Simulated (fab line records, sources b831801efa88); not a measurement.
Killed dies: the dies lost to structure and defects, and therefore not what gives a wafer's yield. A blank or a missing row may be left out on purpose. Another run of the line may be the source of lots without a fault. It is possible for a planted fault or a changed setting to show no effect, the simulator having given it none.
The same fault as seen by 2 desks || flow gf180mcu || numbers are kept per desk, each desk with only its own; the story behind them comes last

== THE METROLOGY DESK ==
What the gauges read for every lot (on any tool): the sampled wafers with a number, averaged. A lot is out of limits, marked OUT, if its mean lies more than 4 standard deviations from the usual mean; the brackets give that distance.
Columns: A = STI_OXIDATION_01_THK at GF_STI_THK_MEAS_22, usual 15.05 nm; B = LVPWELL_TW at GF_LVPWELL_TW_MEAS_11, usual 564; C = VT_IMPLANT_OVL at GF_VT_IMPLANT_OVL_MEAS_07, usual 0.4 nm; D = LVPWELL_RS at GF_VT_IMPLANT_RS_MEAS_48, usual 1193.2 ohm/sq; E = DUAL_GATE_OVL at GF_DUAL_GATE_OVL_MEAS_11, usual 0.6 nm
{"lot": "L351", "first seen here": "day 2 05:23", "A": 14.97, "B": 566, "C": 0.4, "D": 1193.0, "E": -1.5}
{"lot": "L353", "first seen here": "day 2 13:44", "A": 15.37, "B": 567, "C": -0.6, "D": 1191.9, "E": -1.5}
{"lot": "L355", "first seen here": "day 2 23:39", "A": 15.23, "B": 566, "C": 0.2, "D": 1192.4, "E": 1.0}
{"lot": "L357", "first seen here": "day 3 10:50", "A": 14.83, "B": 562, "C": -1.0, "D": 1194.3, "E": -0.4}
{"lot": "L359", "first seen here": "day 3 20:37", "A": 15.20, "B": 564, "C": 1.0, "D": 1196.3, "E": 1.9}
{"lot": "L365", "first seen here": "day 5 06:15", "A": 14.96, "B": "618 (+17) OUT", "C": -2.1, "D": "1411.3 (+81) OUT", "E": 2.3}
{"lot": "L367", "first seen here": "day 5 15:55", "A": 14.84, "B": 560, "C": 1.1, "D": 1193.0, "E": 3.0}
{"lot": "L366", "first seen here": "day 5 16:38", "A": 15.08, "B": "622 (+19) OUT", "C": 0.9, "D": "1403.1 (+78) OUT", "E": -1.1}
{"lot": "L368", "first seen here": "day 5 22:36", "A": 14.30, "B": 563, "C": 1.4, "D": 1191.9, "E": 1.5}
{"lot": "L369", "first seen here": "day 6 00:50", "A": 14.93, "B": 562, "C": 0.3, "D": 1194.4, "E": 2.4}
{"lot": "L371", "first seen here": "day 6 09:11", "A": 15.08, "B": 564, "C": -1.2, "D": 1192.4, "E": -0.2}
{"lot": "L373", "first seen here": "day 6 22:10", "A": 15.28, "B": 567, "C": 1.5, "D": 1195.6, "E": 2.0}
{"lot": "L372", "first seen here": "day 6 22:10", "A": 15.14, "B": 565, "C": -1.0, "D": 1191.9, "E": 0.1}
{"lot": "L374", "first seen here": "day 7 06:14", "A": 15.63, "B": 565, "C": 1.5, "D": 1194.0, "E": 1.1}
Per this desk, out of limits: L365, L366; the first was L365, day 7 06:41 (LVPWELL_TW at GF_LVPWELL_TW_MEAS_11). L351, L353, L355, L357, L359, L367, L368, L369, L371, L373, L372, L374 stayed within limits.

== AT THE TOOL OWNER'S DESK: implanter-03 ==
The tool's own readings at GF_LVPWELL_IMPLANT_08: means of the sampled wafers that have a number, for each lot that ran on this tool. A lot is out of limits, marked OUT, if its mean lies more than 4 standard deviations from the usual mean; the brackets give that distance.
Columns: A = tilt deg at GF_LVPWELL_IMPLANT_08, usual 0.001 degrees
{"lot": "L351", "first seen here": "day 3 21:32", "A": 0.018}
{"lot": "L353", "first seen here": "day 4 08:11", "A": -0.005}
{"lot": "L355", "first seen here": "day 4 17:23", "A": 0.007}
{"lot": "L357", "first seen here": "day 5 05:20", "A": 0.024}
{"lot": "L365", "first seen here": "day 7 06:17", "A": "4.824 (+99 or more) OUT"}
{"lot": "L366", "first seen here": "day 7 15:55", "A": "4.863 (+99 or more) OUT"}
This desk's finding: out of limits on L365, L366; first on L365, day 7 06:17 (tilt deg at GF_LVPWELL_IMPLANT_08). L351, L353, L355, L357 stayed within limits.

== ALL TOGETHER ==
The tool owner's desk could have raised an alarm at day 7 06:17, on L365, L366.
An alarm was possible from the metrology desk at day 7 06:41, on L365, L366.
The lots listed all ran GF_LVPWELL_IMPLANT_08 on implanter-03.

== WHAT THE SIMULATOR PUT IN ==
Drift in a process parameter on implanter-03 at GF_LVPWELL_IMPLANT_08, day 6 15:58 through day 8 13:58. Setting tilt deg shifted by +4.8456 from 0. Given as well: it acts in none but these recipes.
Struck lots among those shown: L365, L366.
Counting hours from when the fault started, the first reading out of limits came at 14 for the tool owner's desk and at 15 for the metrology desk.
